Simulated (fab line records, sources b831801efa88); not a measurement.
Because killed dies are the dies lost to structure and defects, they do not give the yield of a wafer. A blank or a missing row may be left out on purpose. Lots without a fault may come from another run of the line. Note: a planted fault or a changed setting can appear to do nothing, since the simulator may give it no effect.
Matching of chambers ; flow sky130 ; SKY_POLY_CUT_ETCH_10 on rie-diel-03 has 4 sister chambers
The step etches BARC in N2/H2, stops on SiO2, time 45.9 s, target depth 60 nm. 7 wafers are shown with their chamber, then 7 later ones without.

## WAFERS, EACH WITH ITS CHAMBER
wafer;chamber;throttle-valve-pct (%);oes-product-au (a.u.)
L559.2;1;13.217;0.857
L561.1;0;13.247;0.855
L563.2;2;13.211;0.858
L563.5;3;13.216;0.853
L563.6;2;13.223;0.852
L572.2;3;13.215;0.851
L572.3;1;13.227;0.853

## WAFERS WITH NO CHAMBER GIVEN
wafer;throttle-valve-pct (%);oes-product-au (a.u.)
L572.6;13.248;0.850
L575.3;13.215;0.853
L575.5;13.214;0.852
L575.6;13.223;0.851
L578.2;13.221;0.855
L578.4;13.225;0.857
L578.5;13.214;0.849

## CHAMBER TAKEN BY EACH
wafer;from the rows above;in truth
L572.6;0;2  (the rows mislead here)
L575.3;can't be placed: 3 or 2 or 1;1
L575.5;can't be placed: 3 or 2 or 1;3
L575.6;can't be placed: 3 or 1 or 2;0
L578.2;can't be placed: 1 or 2 or 3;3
L578.4;can't be placed: 1 or 2 or 3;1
L578.5;can't be placed: 3 or 2 or 1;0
0 of 7 placed correctly. From these rows, 6 cannot be placed; in 4 the true chamber is one of the candidates. Number placed wrongly: 1.
How it was worked out, from the rows above alone: a wafer's distance from a chamber is the root of the sum, over the readings, of the square of ((its reading less the chamber's mean) divided by the reading's scatter). If the next closest chamber is less than 2 further off than the closest, the wafer can't be placed; otherwise it belongs to the closest. The mean given for a chamber averages the wafers shown for that chamber. The scatter: take each reading less its chamber's mean, square it, sum over the shown wafers, divide by the number of wafers less the number of chambers, and take the root.
